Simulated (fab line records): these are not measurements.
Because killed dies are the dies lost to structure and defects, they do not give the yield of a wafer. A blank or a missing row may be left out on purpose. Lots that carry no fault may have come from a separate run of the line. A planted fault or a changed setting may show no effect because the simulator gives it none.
fab line records	flow gf180mcu
[record] lots = 14	wafers = 42	last_day = 34
route steps=602 shown HV_LDD@212 V2@404 M3@409 MIM@505
lots untouched by any fault: they come from a run of this same line in which no faults occurred
start_h: start of the lot's first displayed wafer, in hours after the record's first day	wait_h: hours since the lot's step before	" same as the row above	L1.1+2: a single row standing in for several wafers	- value missing, or start not given	* or withheld: withheld	< > ~ a bound
route shown NAME@n: a module of which the file shows steps, and the number in the route of the first	usual: average and standard deviation across the fault-free wafers	same: alike in all rows	chamber/n: place in a boat	sites: per-site readings	_std_site: the standard deviation of these	_edge_site: inner sites' mean taken away from outer sites' mean	radius_mm: how far each site lies from the wafer's centre	mask NAME#n: copy n	behind: the last tool/chamber to shape the wafer	hold: why the lot went on hold/how many hours it stayed there/how the hold came to an end	device: names the non-switching transistor (n, p or np)	end of line: the same wafers' tests at the end of the route	a step given without rows: its recipe and nothing more	killed: dies that structure and defects cost at the first sort, which is not the same as the wafer's yield	map: shows each die of a wafer: x if killed, . if not, _ if none is there
set.NAME: the run value of the setting; set.NAME@STEP: its run value at that earlier step	model.NAME: the simulator's own value behind a step, which no gauge read
the route's steps for a sample of lots (tables are steps, rows are wafers)
services: a tool's chamber out of use, with start hour (start_h, from the record's first day; less than 0 if before it), hours out, and reason
[[steps]]
[step GF_HV_LDD_IMPLANT_36]
[recipe] species = P	energy_kev = 60	dose_cm2 = 7.5e+12	tilt_deg = 30	rotation_deg = 270
[usual] end_station_pressure_torr = 5.04e-06/2.8e-07	rotation_deg = 270.00/0.05
lot.wafer	tool	chamber	start_h	wait_h	end_station_pressure_torr	rotation_deg
L114.2	implanter-01	0	247.09	0.1	5.29e-06	270.01
L114.3	"	0	"	"	5.5e-06	269.95
L114.4	"	0	"	"	4.77e-06	269.96
L115.2	implanter-02	0	255.59	0.1	5.41e-06	269.99
L115.3	"	0	"	"	5e-06	269.95
L115.5	"	0	"	"	4.92e-06	270.05
L116.2	implanter-03	0	285.22	0.1	5.62e-06	270.07
L116.5	"	0	"	"	4.88e-06	269.99
L116.6	"	0	"	"	5.21e-06	270.01
L117.1	implanter-01	0	288.16	0.1	4.91e-06	269.97
L117.4	"	0	"	"	5.37e-06	270.00
L117.6	"	0	"	"	4.79e-06	269.99
L119.1	implanter-03	0	291.34	0.1	5.36e-06	270.03
L119.4	"	0	"	"	5.32e-06	270.02
L119.6	"	0	"	"	4.59e-06	270.06
L121.3	implanter-02	0	313.23	0.1	5.14e-06	269.95
L121.4	"	0	"	"	5.33e-06	270.05
L121.5	"	0	"	"	4.94e-06	270.01
L125.1	implanter-02	0	346.49	0.1	4.99e-06	348.63
L125.3	"	0	"	"	5.22e-06	348.66
L125.4	"	0	"	"	4.86e-06	348.45
L126.2	implanter-02	0	349.72	0.1	4.7e-06	348.53
L126.4	"	0	"	"	4.88e-06	348.42
L126.5	"	0	"	"	4.85e-06	348.61
L131.2	implanter-03	0	388.81	0.1	5.08e-06	269.99
L131.3	"	0	"	"	5.43e-06	270.01
L131.4	"	0	"	"	4.83e-06	269.98
L132.1	implanter-03	0	396.94	0.1	4.96e-06	269.95
L132.2	"	0	"	"	4.57e-06	270.01
L132.4	"	0	"	"	5.27e-06	269.98
L134.2	implanter-01	0	415.36	0.1	4.99e-06	270.04
L134.4	"	0	"	"	5.47e-06	270.00
L134.6	"	0	"	"	4.78e-06	269.96
L135.1	implanter-03	0	421.53	0.1	4.74e-06	269.93
L135.3	"	0	"	"	5.07e-06	270.05
L135.6	"	0	"	"	4.37e-06	270.02
L136.1	implanter-02	0	427.81	0.1	4.88e-06	269.99
L136.2	"	0	"	"	4.9e-06	270.12
L136.5	"	0	"	"	4.95e-06	269.95
L137.1	implanter-01	0	436.58	0.1	4.68e-06	270.00
L137.2	"	0	"	"	4.48e-06	270.02
L137.6	"	0	"	"	4.78e-06	270.06
[step GF_V2_SPUTTER_22]
[recipe] material = TiN	target_thk_nm = 10	chamber_pressure_pa = 5	power_w = 4000	time_s = 40
[usual] throttle_valve_pct = 29.9/0.74
lot.wafer	tool	chamber	start_h	wait_h	throttle_valve_pct
L114.2	pvd_sputter-03	-	451.51	0.0	30.3
L114.3	"	-	"	"	30.5
L114.4	"	-	"	"	31.0
L115.2	pvd_sputter-02	-	463.76	0.0	29.7
L115.3	"	-	"	"	29.8
L115.5	"	-	"	"	30.5
L116.2	pvd_sputter-02	-	501.21	0.0	29.7
L116.5	"	-	"	"	28.2
L116.6	"	-	"	"	30.9
L117.1	pvd_sputter-04	-	507.11	0.0	29.5
L117.4	"	-	"	"	29.4
L117.6	"	-	"	"	29.9
L119.1	pvd_sputter-02	-	508.06	0.0	29.7
L119.4	"	-	"	"	30.0
L119.6	"	-	"	"	30.7
L121.3	pvd_sputter-02	-	529.57	0.0	30.5
L121.4	"	-	"	"	29.8
L121.5	"	-	"	"	30.5
L125.1	pvd_sputter-04	-	566.22	0.0	29.5
L125.3	"	-	"	"	29.9
L125.4	"	-	"	"	30.3
L126.2	pvd_sputter-02	-	567.18	0.0	28.7
L126.4	"	-	"	"	29.7
L126.5	"	-	"	"	29.4
L131.2	pvd_sputter-02	-	607.23	0.0	30.4
L131.3	"	-	"	"	29.6
L131.4	"	-	"	"	28.6
L132.1	pvd_sputter-04	-	615.32	0.0	30.2
L132.2	"	-	"	"	29.5
L132.4	"	-	"	"	29.8
L134.2	pvd_sputter-03	-	629.28	0.0	30.5
L134.4	"	-	"	"	31.4
L134.6	"	-	"	"	31.0
L135.1	pvd_sputter-04	-	633.91	0.0	29.8
L135.3	"	-	"	"	30.3
L135.6	"	-	"	"	29.2
L136.1	pvd_sputter-03	-	640.61	0.0	31.2
L136.2	"	-	"	"	30.4
L136.5	"	-	"	"	31.1
L137.1	pvd_sputter-02	-	649.17	0.0	29.7
L137.2	"	-	"	"	30.9
L137.6	"	-	"	"	29.6
[step GF_M3_SPUTTER_00]
[recipe] material = Ti	target_thk_nm = 37.5	arriving_ion_energy_ev = 80	substrate_temp_c = 200	chamber_pressure_pa = 2	power_w = 4000	time_s = 150
[usual] throttle_valve_pct = 30.2/0.61
lot.wafer	tool	chamber	start_h	wait_h	throttle_valve_pct
L114.2	pvd_sputter-01	-	452.14	0.1	29.9
L114.3	"	-	"	"	30.0
L114.4	"	-	"	"	29.7
L115.2	pvd_sputter-03	-	464.39	0.2	30.3
L115.3	"	-	"	"	30.4
L115.5	"	-	"	"	31.4
L116.2	pvd_sputter-03	-	501.84	0.1	30.5
L116.5	"	-	"	"	31.2
L116.6	"	-	"	"	29.9
L117.1	pvd_sputter-01	-	507.74	0.1	29.5
L117.4	"	-	"	"	29.7
L117.6	"	-	"	"	29.8
L119.1	pvd_sputter-03	-	508.69	0.1	31.1
L119.4	"	-	"	"	30.3
L119.6	"	-	"	"	30.5
L121.3	pvd_sputter-03	-	530.20	0.2	30.5
L121.4	"	-	"	"	30.2
L121.5	"	-	"	"	31.3
L125.1	pvd_sputter-03	-	566.85	0.1	31.0
L125.3	"	-	"	"	31.3
L125.4	"	-	"	"	30.6
L126.2	pvd_sputter-04	-	567.84	0.1	29.2
L126.4	"	-	"	"	29.3
L126.5	"	-	"	"	29.5
L131.2	pvd_sputter-04	-	607.86	0.2	30.4
L131.3	"	-	"	"	30.0
L131.4	"	-	"	"	29.6
L132.1	pvd_sputter-03	-	615.95	0.2	31.1
L132.2	"	-	"	"	31.4
L132.4	"	-	"	"	30.1
L134.2	pvd_sputter-04	-	629.91	0.1	30.5
L134.4	"	-	"	"	29.6
L134.6	"	-	"	"	29.5
L135.1	pvd_sputter-03	-	634.54	0.2	31.2
L135.3	"	-	"	"	30.6
L135.6	"	-	"	"	31.1
L136.1	pvd_sputter-03	-	641.24	0.2	30.5
L136.2	"	-	"	"	30.0
L136.5	"	-	"	"	30.3
L137.1	pvd_sputter-04	-	649.80	0.2	30.0
L137.2	"	-	"	"	29.3
L137.6	"	-	"	"	30.3
[step GF_MIM_SPUTTER_02]
[recipe] material = AlCu	target_thk_nm = 450	power_w = 10600	time_s = 23.9	chamber_pressure_pa = 0.4
[usual] throttle_valve_pct = 30.1/0.59
lot.wafer	tool	chamber	start_h	wait_h	throttle_valve_pct
L114.2	pvd_sputter-03	-	552.63	0.0	31.2
L114.3	"	-	"	"	30.6
L114.4	"	-	"	"	30.1
L115.2	pvd_sputter-03	-	563.52	0.0	30.1
L115.3	"	-	"	"	30.9
L115.5	"	-	"	"	31.2
L116.2	pvd_sputter-03	-	597.64	0.0	30.3
L116.5	"	-	"	"	30.2
L116.6	"	-	"	"	31.2
L117.1	pvd_sputter-04	-	601.44	0.0	30.1
L117.4	"	-	"	"	29.9
L117.6	"	-	"	"	29.9
L119.1	pvd_sputter-04	-	602.23	0.0	29.2
L119.4	"	-	"	"	30.3
L119.6	"	-	"	"	30.3
L121.3	pvd_sputter-04	-	622.99	0.0	30.3
L121.4	"	-	"	"	29.9
L121.5	"	-	"	"	30.3
L125.1	pvd_sputter-01	-	655.19	0.0	30.0
L125.3	"	-	"	"	29.4
L125.4	"	-	"	"	30.1
L126.2	pvd_sputter-04	-	655.87	0.0	30.5
L126.4	"	-	"	"	29.6
L126.5	"	-	"	"	29.5
L131.2	pvd_sputter-04	-	691.31	0.0	29.4
L131.3	"	-	"	"	30.1
L131.4	"	-	"	"	29.8
L132.1	pvd_sputter-03	-	699.58	0.0	30.4
L132.2	"	-	"	"	31.1
L132.4	"	-	"	"	30.5
L134.2	pvd_sputter-04	-	712.52	0.0	29.5
L134.4	"	-	"	"	30.4
L134.6	"	-	"	"	29.7
L135.1	pvd_sputter-03	-	716.72	0.0	30.2
L135.3	"	-	"	"	31.2
L135.6	"	-	"	"	31.0
L136.1	pvd_sputter-04	-	723.40	0.0	29.5
L136.2	"	-	"	"	29.6
L136.5	"	-	"	"	29.3
L137.1	pvd_sputter-04	-	731.17	0.0	29.4
L137.2	"	-	"	"	29.8
L137.6	"	-	"	"	29.6
[[services]]
tool	chamber	start_h	hours	kind
pvd_sputter-02	-	237.99	8.2	repair
pvd_sputter-04	-	285.12	1.7	repair
implanter-02	-	289.51	3.8	repair
pvd_sputter-04	-	295.74	0.8	repair
implanter-03	-	305.09	2.2	repair
implanter-03	-	330.02	0.9	repair
pvd_sputter-02	-	373.58	1.6	repair
pvd_sputter-02	-	374.65	3.0	repair
implanter-03	-	375.44	4.1	repair
pvd_sputter-04	-	426.03	3.2	repair
implanter-02	-	478.81	3.1	pm
pvd_sputter-02	-	481.57	1.1	repair
pvd_sputter-02	-	501.46	1.7	repair
implanter-03	-	526.60	4.2	pm
implanter-03	-	544.15	6.6	repair
implanter-02	-	557.37	0.6	repair
implanter-03	-	583.57	2.7	repair
pvd_sputter-04	-	593.23	0.8	repair
implanter-02	-	599.24	9.8	repair
pvd_sputter-02	-	601.38	4.2	repair
implanter-02	-	612.94	3.8	repair
pvd_sputter-02	-	647.08	1.9	repair
pvd_sputter-04	-	650.40	0.8	repair
pvd_sputter-04	-	697.68	1.8	repair
[[key]]
[first_sign] step = GF_HV_LDD_IMPLANT_36	reading = rotation_deg	direction = up	sigmas = 99+	usual = 270.00	struck = 348.55
effect none on later readings
met_at GF_HV_LDD_IMPLANT_36
struck_lots L125,L126
tester_left_out L125,L126
not_acting_at GF_V2_SPUTTER_22,GF_M3_SPUTTER_00,GF_MIM_SPUTTER_02
onset_between 313.23 346.49
[fault] kind = process_parameter_drift	tool = implanter-02	chamber = -	onset_h = 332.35	steps = GF_HV_LDD_IMPLANT_36	channel = rotation_deg	offset = 78.491	shape = step	end_h = 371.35	acts_in = these_recipes_only	stated = 270
// tester_left_out: of these lots the tester's yield and bins aren't shown, on N5 and GAA mostly nor the transistor test; their killed dies are dies lost to structure and defects alone, not to doping, threshold or leakage, so they don't give the yield
